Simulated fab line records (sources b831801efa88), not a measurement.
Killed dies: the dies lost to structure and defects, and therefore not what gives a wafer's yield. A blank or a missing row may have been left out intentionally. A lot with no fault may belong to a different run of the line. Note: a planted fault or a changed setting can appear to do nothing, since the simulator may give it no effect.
Code-filled problem report in 8D (eight disciplines) form    flow sky130    the parts of the form that need people (team, actions taken, sign-off) are left out

== 1. WHAT WENT WRONG ==
CONTACT_HDPCVD_THK at SKY_CONTACT_THK_MEAS_03 reads a mean of 216 nm on 2 wafers of 2 lots; wafers without a fault read 567 nm with a standard deviation of 7. That is -50 standard deviations from the usual mean.
Earliest sighting: wafer L604.3 on film_metro-01 at day 36 02:10. At this step, 40 wafers from 14 lots have a number in the record. The rule behind "out" and "out of limits": a value lying over 4 standard deviations away from the usual mean. Any other wafer with a number is counted as sound.

== 2. WHAT IT IS, AND WHAT IT ISN'T ==
question                     is                            is not
which readings at this step  CONTACT_HDPCVD_THK            -
which lots                   L604, L606                    L589, L591, L592, L593, L594, L596, L598, L599, L601, L602, L605, L612
which wafers of those lots   L604.3, L606.3                L604.4, L606.6
read on which gauges         film_metro-01, film_metro-03  film_metro-04
when                         from day 36 02:10             up to then (31 sound wafers); but 7 sound wafers of L605, L606, L612 came after

== 3. WHAT RULES OUT EACH SUSPECT ==
Counting: a tool at a process step up to the reading stays a suspect if it ran every lot that is out. Sound lots after the first of them don't rule it out here, since some wafers of a struck lot are sound.
- the gauge at SKY_CONTACT_THK_MEAS_03: ruled out. The wafers that are out were read on 2 gauges (film_metro-01, film_metro-03).
- hdpcvd-02 at SKY_CONTACT_HDPCVD_02 (deposits SiO2, target thk 565 nm, time 94.2 s): kept. Ran every lot that is out, first one L604 (day 36 02:04); last sound lot up to then L601 (day 35 04:53).
The count leaves hdpcvd-02 at SKY_CONTACT_HDPCVD_02.

== 4. THE CAUSE (what the simulator had put in) ==
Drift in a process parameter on hdpcvd-02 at SKY_CONTACT_HDPCVD_02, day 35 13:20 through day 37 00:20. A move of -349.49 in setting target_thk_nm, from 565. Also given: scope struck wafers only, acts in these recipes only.
The count eliminated every tool but this one.

== 5. THE EFFECT CHAIN, in route order ==
One row per reading whose mean, taken over the struck wafers that have a number, lies over 3 standard deviations from the usual. Only readings for which the record gives a usual standard deviation are gone through. hours: the time from each lot's start at the first step in this table that gives one to its start at this step, as a median over the lots. sigmas: the change in usual standard deviations.
hours  step                     reading             usual       on struck wafers  change  sigmas
0      SKY_CONTACT_THK_MEAS_03  CONTACT_HDPCVD_THK  567 nm      216               -352    -50
0      SKY_CONTACT_CMP_04       time_to_endpoint_s  84 s        40                -44     -11
27     SKY_CONTACT_ETCH_17      oes_product_au      0.892 a.u.  0.700             -0.192  -41
Process steps it contains:
- SKY_CONTACT_CMP_04: polishes SiO2.
- SKY_CONTACT_ETCH_17: etches SiO2 in C4F8/O2/Ar, stops on Si3N4, target depth 340 nm.

== 6. HOW IT WOULD HAVE BEEN CAUGHT EARLIER ==
13 hours passed between the start of the fault at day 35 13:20 and the first reading out of limits at a measuring or inspecting step in this record, taken at day 36 02:10.
L606, from the lots that are out (2), started SKY_CONTACT_HDPCVD_02 on hdpcvd-02 later than day 36 02:10. Holding the tool at that time would have saved it.
